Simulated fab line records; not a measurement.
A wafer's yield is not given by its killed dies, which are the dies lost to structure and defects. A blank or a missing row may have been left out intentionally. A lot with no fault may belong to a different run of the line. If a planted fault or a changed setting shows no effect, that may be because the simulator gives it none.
Code-filled problem report in 8D (eight disciplines) form | flow gf180mcu | the parts of the form that need people (team, actions taken, sign-off) are left out

== 1. WHAT WENT WRONG ==
Across 2 wafers from 2 lots, V2_W_RS at GF_V2_RS_MEAS_24 averages 0.443 ohm/sq, while fault-free wafers read 0.327 ohm/sq with a standard deviation of 0.0045. Measured from the usual mean, that is +26 standard deviations.
The step: measures by four-point-probe.
First seen on wafer L293.4, day 23 11:31, on filmMetro-02. The record has a number at this step for 33 wafers belonging to 11 lots. The rule behind "out" and "out of limits": a value lying over 4 standard deviations away from the usual mean. Any other wafer with a number is counted as sound.

== 2. WHAT IT IS, AND WHAT IT ISN'T ==
question                    | is                         | is not
which readings at this step | V2_W_RS                    | -
which lots                  | L293, L294                 | L285, L287, L289, L301, L302, L303, L304, L305, L307
which wafers of those lots  | L293.4, L294.3             | L293.2, L293.6, L294.2, L294.5
read on which gauges        | filmMetro-02, filmMetro-03 | filmMetro-01
when                        | from day 23 11:31          | up to then (11 sound wafers); but 20 sound wafers of L294, L301, L302, L303, L304, L305, L307 came after

== 3. THE SUSPECTS, EACH WITH WHAT RULES IT OUT ==
Counting: if a tool at a process step up to the reading ran every lot that is out, it stays a suspect. Sound lots after the first of them don't rule it out here, since some wafers of a struck lot are sound.
- the gauge at GF_V2_RS_MEAS_24 is ruled out. Those wafers that are out were read across 2 gauges (filmMetro-02, filmMetro-03).
- pvdSputter-03 at GF_M2_SPUTTER_02 (material AlCu, target thk 450 nm, time 23.9 s): kept. It ran every lot that is out, first L293 (day 21 10:29); its last sound lot up to then is L289 (day 20 00:55).
- cvdW-01 at GF_V2_CVD_23 (deposits W, target thk 350 nm, time 104.94 s): kept. It ran every lot that is out, first L293 (day 23 11:23); its last sound lot up to then is L289 (day 22 02:10).
Left after counting: pvdSputter-03 at GF_M2_SPUTTER_02, cvdW-01 at GF_V2_CVD_23.

== 4. THE CAUSE (what the simulator had put in) ==
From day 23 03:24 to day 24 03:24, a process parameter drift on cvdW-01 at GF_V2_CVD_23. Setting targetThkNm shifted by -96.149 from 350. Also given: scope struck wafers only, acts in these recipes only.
Counting leaves 2 suspects; this tool is one of them.

== 5. THE EFFECT CHAIN, in route order ==
Each row: a reading whose mean over the struck wafers that have a number lies more than 3 standard deviations from the usual. Scope: only readings with a usual standard deviation given in the record; hours: median across lots of the time from each lot's start at the first step in this table that gives one to its start at this step; sigmas: change in usual standard deviations.
hours | step              | reading         | usual        | on struck wafers | change | sigmas
0     | GF_V2_RS_MEAS_24  | V2_W_RS         | 0.327 ohm/sq | 0.443            | +0.116 | +26
0     | GF_V2_THK_MEAS_25 | V2_W_THK        | 346 nm       | 256              | -90    | -17
0     | GF_V2_CMP_26      | timeToEndpointS | 83 s         | 60               | -22    | -5.5
It contains these process steps:
- GF_V2_CMP_26: polishes, stops on SiO2, t overpolish 15 s, target thk 0 nm.
Later steps that measure or inspect, where all struck wafers having a row at the step show a number for every such reading and not one has moved that far: GF_M3_CD_MEAS_14.

== 6. HOW IT WOULD HAVE BEEN CAUGHT EARLIER ==
In this record the first reading out of limits at a measuring or inspecting step was taken at day 23 11:31, 8 hours after the fault began at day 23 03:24.
An alarm limit of 4 standard deviations would not have fired on the tool readings at GF_V2_CVD_23 for which the record gives a usual standard deviation, since none of them was out on any struck wafer.
Among the 2 lots that are out, L294 began GF_V2_CVD_23 on cvdW-01 after day 23 11:31. A hold on the tool at that time would have spared it.
